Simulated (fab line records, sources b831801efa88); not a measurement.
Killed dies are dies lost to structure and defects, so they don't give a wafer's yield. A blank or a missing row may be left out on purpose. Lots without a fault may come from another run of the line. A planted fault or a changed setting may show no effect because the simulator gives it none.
A struck lot beside a sound one | flow sfq_line | 29 steps out of a route of 325
Sound: wafers L417.2, L417.5, L417.6. Struck: wafers L414.2, L414.3, L414.4. The cause comes at the end.
At each step with rows: each side's tool, then ch and its chambers, then its first start. Under that, the readings that differ: sound wafers | struck wafers | difference of the means | sigmas: that difference in standard deviations of wafers without a fault.
alike: readings whose means differ by less than 2 such deviations, and words and numbers that are the same on both sides. not compared: withheld readings, readings that some wafer has no value for, bounds like >300 that may hide the same value, and numbers for which the record gives no deviation and whose values overlap.
The two part at a step that has a row with sigmas, a row that says differs or no value, or rows on one side only. Numbers that don't overlap but have no deviation are shown without sigmas and don't part them. A reading that every wafer of one side lacks parts them only if that side has two wafers or more.

first, 2 steps without rows for these wafers: SFQ_TRILAYER_C5_STRIP_SOLV_CLEAN_156 (cleans in NMP, time 600 s); SFQ_TRILAYER_M6_DEP_PRE_CLEAN_158 (time 22.5 s).
SFQ_TRILAYER_M6_DEP_SPUTTER_157: material Nb, target thk 200 nm, time 133.3 s.
  sound on pvd_sputter-05, day 71 04:30; struck on pvd_sputter-05, day 70 11:13
  alike: base_pressure_pa, throttle_valve_pct
SFQ_M6_RS_MEAS_938: measures by four-point-probe.
  sound on film_metro-02, day 71 04:37; struck on film_metro-03, day 70 11:19
  alike: M6_NB_RS
then, 6 steps without rows for these wafers: SFQ_TRILAYER_M6_LITHO_COAT_164 (resist thk 62 nm); SFQ_TRILAYER_M6_LITHO_COAT_159 (resist thk 600 nm); SFQ_TRILAYER_M6_LITHO_SOFTBAKE_163; SFQ_TRILAYER_M6_LITHO_EXPOSE_160 (exposes mask M6, target cd 500 nm); SFQ_TRILAYER_M6_LITHO_PEB_162 (peb time 60 s); SFQ_TRILAYER_M6_LITHO_DEVELOP_161 (time 60 s).
-- the record jumps here: 4 days lie between the struck wafers' starts before and after --
SFQ_M6_OVL_MEAS_940:
  sound on overlay-02, day 75 03:29; struck on overlay-02, day 74 14:17
  alike: M6_OVL
SFQ_TRILAYER_M6_BARC_OPEN_METAL_ETCH_206: etches BARC in O2, target depth 125 nm, time 41.7 s.
  sound on rie_metal-03 ch 0,1, day 75 03:31; struck on rie_metal-04 ch 0,1, day 74 14:19
  no value came back on the struck wafers for bias_w (W), chamber_pressure_mTorr (mTorr), drypump_motor_current_A (A), oes_product_au (a.u.); on the sound wafers bias_w (W) reads 80.04 80.16 79.79
  reading                                             | sound             | struck            | difference | sigmas
  model.KrF_of_TRILAYER_M6_LITHO_COAT_159.thk_nm (nm) | 521.4 520.1 519.3 | 578.7 577.3 576.9 | +57.4      |
  not compared: rf_hours_counter_h
SFQ_TRILAYER_M6_ETCH_METAL_ETCH_162: etches Nb in Cl2/Ar, stops on SiO2, target depth 240 nm, time 120 s.
  sound on rie_metal-03 ch 0,1, day 75 03:34; struck on rie_metal-04 ch 0,1, day 74 14:22
  reading                                             | sound             | struck            | difference | sigmas
  oes_product_au (a.u.)                               | 0.881 0.896 0.898 | 0.376 0.370 0.372 | -0.519     | -76
  model.KrF_of_TRILAYER_M6_LITHO_COAT_159.thk_nm (nm) | 382 380.8 378.6   | 439 438.9 438.6   | +58        |
  alike: bias_w, chamber_pressure_mTorr, drypump_motor_current_A
  not compared: rf_hours_counter_h
then, 2 steps without rows for these wafers: SFQ_TRILAYER_M6_STRIP_STRIP_163 (strips in O2); SFQ_TRILAYER_M6_STRIP_SOLV_CLEAN_164 (cleans in NMP, time 600 s).
SFQ_TRILAYER_I6_DEP_PECVD_165: deposits SiO2 from SiH4/N2O, time 111.11 s, target thk 500 nm.
  sound on pecvd-02 ch 0,1, day 75 04:28; struck on pecvd-03 ch 0,1,2, day 74 15:16
  alike: heater_power_w, throttle_valve_pct
then, 1 step without rows for these wafers: SFQ_TRILAYER_I6_CMP_CMP_166 (polishes SiO2).
SFQ_I6_BOW_MEAS_941:
  sound on film_metro-01, day 76 13:00; struck on film_metro-03, day 76 02:57
  reading     | sound     | struck  | difference | sigmas
  I6_BOW (um) | -5 -10 -4 | 17 6 16 | +19        | +2
SFQ_TRILAYER_I6_METRO_MEASURE_167:
  sound on film_metro-01, day 76 13:18; struck on film_metro-03, day 76 03:15
  alike: thk_nm
then, 3 steps without rows for these wafers: SFQ_TRILAYER_I6_VIA_LITHO_COAT_174 (resist thk 62 nm); SFQ_TRILAYER_I6_VIA_LITHO_COAT_169 (resist thk 650 nm); SFQ_TRILAYER_I6_VIA_LITHO_SOFTBAKE_173.
-- the record jumps here: 4 days lie between the struck wafers' starts before and after --
SFQ_TRILAYER_I6_VIA_LITHO_EXPOSE_170: exposes mask I6, target cd 700 nm.
  sound on krf_scanner-02 ch 0, day 80 01:29; struck on krf_scanner-02, day 79 17:05
  no value came back on the struck wafers for exposure_dose_mJ_cm2, focus_offset_nm (nm); on the sound wafers exposure_dose_mJ_cm2 reads 21.284 21.286 21.275
  alike: mask
then, 2 steps without rows for these wafers: SFQ_TRILAYER_I6_VIA_LITHO_PEB_172 (peb time 60 s); SFQ_TRILAYER_I6_VIA_LITHO_DEVELOP_171 (time 60 s).
SFQ_I6_OVL_MEAS_942:
  sound on overlay-01, day 80 02:47; struck on overlay-02, day 79 18:23
  reading     | sound    | struck | difference                    | sigmas
  I6_OVL (nm) | -6 -1 -2 | - - -  | no value on the struck wafers |
SFQ_TRILAYER_I6_VIA_BARC_OPEN_VIA_ETCH_235: etches BARC in O2, target depth 125 nm, time 41.7 s.
  sound on rie_diel-01 ch 0,1,3, day 80 02:49; struck on rie_diel-04 ch 0,1,3, day 79 18:25
  alike: bias_w, chamber_pressure_mTorr, drypump_motor_current_A, oes_product_au
  not compared: rf_hours_counter_h
SFQ_TRILAYER_I6_VIA_ETCH_VIA_ETCH_172: etches SiO2 in CHF3, stops on Nb, target depth 260 nm.
  sound on rie_diel-01 ch 0,1,3, day 80 02:51; struck on rie_diel-04 ch 0,1,3, day 79 18:27
  reading               | sound             | struck            | difference | sigmas
  oes_product_au (a.u.) | 0.852 0.852 0.853 | 0.366 0.367 0.379 | -0.482     | -94
  alike: bias_w, chamber_pressure_mTorr, drypump_motor_current_A
SFQ_TRILAYER_I6_VIA_STRIP_STRIP_173: strips in O2.
  sound on rie_metal-02 ch 0,1, day 80 02:58; struck on rie_metal-02 ch 0,1, day 79 18:34
  alike: drypump_motor_current_A, oes_product_au
  not compared: rf_hours_counter_h

WHERE THEY PART
First at SFQ_TRILAYER_M6_BARC_OPEN_METAL_ETCH_206; last, within this record, at SFQ_TRILAYER_I6_VIA_ETCH_VIA_ETCH_172. Later steps at which nothing parts them and some readings are alike: SFQ_TRILAYER_I6_VIA_STRIP_STRIP_173.

WHY: what the simulator had put in
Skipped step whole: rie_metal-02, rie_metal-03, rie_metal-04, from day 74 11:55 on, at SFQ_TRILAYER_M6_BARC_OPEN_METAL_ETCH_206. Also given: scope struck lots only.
